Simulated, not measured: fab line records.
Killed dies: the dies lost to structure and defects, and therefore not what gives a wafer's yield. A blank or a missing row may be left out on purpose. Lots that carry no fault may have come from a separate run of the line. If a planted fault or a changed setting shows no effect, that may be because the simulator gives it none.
Comparing a struck lot with a sound one || flow sky130 || 36 steps out of a route of 708
Sound: the wafers L244.1, L244.2, L244.6. The struck wafers were L252.1, L252.5, L252.6. The cause is given at the end.
For every step that has rows: the tool of each side, followed by ch and its chambers, followed by its first start. Under that, the readings that differ: sound wafers || struck wafers || difference of the means || sigmas: that difference in standard deviations of wafers without a fault.
alike: readings whose means differ by less than 2 such deviations, and words and numbers that are the same on both sides. not compared: withheld readings, readings that some wafer has no value for, bounds like >300 that may hide the same value, and numbers for which the record gives no deviation and whose values overlap.
The two part at a step that has a row with sigmas, a row that says differs or no value, or rows on one side only. Non-overlapping numbers with no deviation appear without sigmas and do not part them. A reading missing from all wafers of one side parts the sides only when that side holds two or more wafers.

first, 9 steps without rows for these wafers: SKY_VIA2_SPUTTER_20 (material TiN, target thk 20 nm, time 80 s); SKY_VIA2_CVD_21 (deposits W, target thk 420 nm, time 126.4 s); SKY_VIA2_CMP_24 (polishes, stops on SiO2, t overpolish 20 s, target thk 0 nm); SKY_METAL3_SPUTTER_00 (material Ti, target thk 15 nm, time 10 s); SKY_METAL3_SPUTTER_01 (material TiN, target thk 20 nm, time 16.7 s); SKY_METAL3_SPUTTER_02 (material AlCu, target thk 735 nm, time 39.1 s); SKY_METAL3_SPUTTER_03 (material Ti, target thk 5 nm, time 3.3 s); SKY_METAL3_SPUTTER_04 (material TiN, target thk 70 nm, time 58.3 s); SKY_CAPM_CVD_00 (deposits SiO2, target thk 15.5 nm).
SKY_CAPM_SPUTTER_02: material TiN, target thk 200 nm, time 166.7 s.
  sound on pvdSputter-03, day 38 16:50; struck on pvdSputter-03, day 40 16:40
{"reading": "cathodeDcPowerW (W)", "sound": "6499.6 6500.1 6499.3", "struck": "6361.0 6360.1 6360.2", "difference": -139.2, "sigmas": "-99 or more"}
{"reading": "model.TiN_of_CAPM_SPUTTER_02.thkNm (nm)", "sound": "202.1 203 204.9", "struck": "196.3 195.8 196.4", "difference": -7.2, "sigmas": ""}
  alike: throttleValvePct
then, 7 steps without rows for these wafers: SKY_CAPM_DEHYDRATE_05 (time 60 s); SKY_CAPM_HMDS_06 (prime time 60 s); SKY_CAPM_COAT_07 (resist thk 1140 nm); SKY_CAPM_SOFTBAKE_08 (time 60 s); SKY_CAPM_EXPOSE_09 (exposes mask CAPM, target cd 1000 nm); SKY_CAPM_PEB_10; SKY_CAPM_DEVELOP_11 (develop time 60 s).
SKY_CAPM_METAL_ETCH_13: etches TiN in Cl2/BCl3, stops on SiO2, target depth 220 nm, time 62.9 s.
  sound on rieMetal-02 ch 0,1, day 39 17:31; struck on rieMetal-02 ch 0,1, day 41 16:22
{"reading": "oesProductAu (a.u.)", "sound": "0.950 0.953 0.964", "struck": "0.934 0.924 0.928", "difference": -0.027, "sigmas": -3}
{"reading": "model.CAPM.featureDepthNm (nm)", "sound": "202.1 203 204.9", "struck": "196.3 195.8 196.4", "difference": -7.2, "sigmas": ""}
{"reading": "model.etch.depthNm (nm)", "sound": "202.1 203 204.9", "struck": "196.3 195.8 196.4", "difference": -7.2, "sigmas": ""}
  alike: biasW, drypumpMotorCurrentA, throttleValvePct
  not compared: rfHoursCounterH
then, 16 steps without rows for these wafers: SKY_CAPM_STRIP_14 (strips in O2/N2); SKY_CAPM_STRIP_15 (strips in post etch residue remover, time 1200 s); SKY_CAPM_CLEAN_16 (cleans in IPA, time 180 s); SKY_CAPM_CLEAN_17 (cleans in O3/DIW); SKY_METAL3_DEHYDRATE_05 (time 60 s); SKY_METAL3_HMDS_06 (prime time 60 s); SKY_METAL3_COAT_07 (resist thk 60 nm); SKY_METAL3_COAT_08 (resist thk 1140 nm); SKY_METAL3_SOFTBAKE_09 (time 90 s); SKY_METAL3_EXPOSE_10 (exposes mask MM3, target cd 300 nm); SKY_METAL3_PEB_11; SKY_METAL3_DEVELOP_12 (develop time 60 s); SKY_METAL3_DESCUM_15 (chemistry O2, time 8 s); SKY_METAL3_ETCH_16 (etches BARC in N2/H2, stops on SiO2, time 88.2 s, target depth 60 nm); SKY_METAL3_ETCH_17 (etches SiO2 in C4F8/O2/Ar, stops on TiN, time 3.9 s, target depth 15 nm); SKY_METAL3_METAL_ETCH_18 (etches the open film in Cl2/BCl3, stops on SiO2, target depth 845 nm, time 183.1 s).
SKY_METAL3_STRIP_20: strips in post etch residue remover, time 1200 s.
  sound on wetBench-02 ch 2, day 40 19:32; struck on wetBench-04 ch 1, day 42 16:54
{"reading": "model.TiN_of_CAPM_SPUTTER_02.thkNm (nm)", "sound": "201.2 202.2 204", "struck": "195.4 195 195.5", "difference": -7.2, "sigmas": ""}
-- the record jumps here: 7 days lie between the struck wafers' starts before and after (it left off in module METAL3 and takes up again in module PAD_OPEN, whose first step shown is number 708 of the route) --
SKY_PAD_OPEN_PROBE_99:
  sound on prober-01, day 47 13:44; struck on prober-01, day 49 04:55
{"reading": "model.etest.capMim.plateOhmSq", "sound": "5.974 5.875 5.826", "struck": "6.126 6.132 6.131", "difference": "+0.238", "sigmas": ""}
  alike: defectLimitedYield, killed_at_M0_to_M3, killed_at_M4_up, killedAtContacts, killedAtFrontEnd, killedAtOther, killedDies, killedOpen, killedShort, sort_bin_3_pad_short, sort_bin_5_function, sort_bin_6_memory, sortNPass, sortYieldPct

## WHERE THEY PART
First at SKY_CAPM_SPUTTER_02; last, within this record, at SKY_CAPM_METAL_ETCH_13. Later steps at which nothing parts them and some readings are alike: SKY_PAD_OPEN_PROBE_99.

WHY: what the simulator had put in
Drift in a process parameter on pvdSputter-03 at SKY_CAPM_SPUTTER_02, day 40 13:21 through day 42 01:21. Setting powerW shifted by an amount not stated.
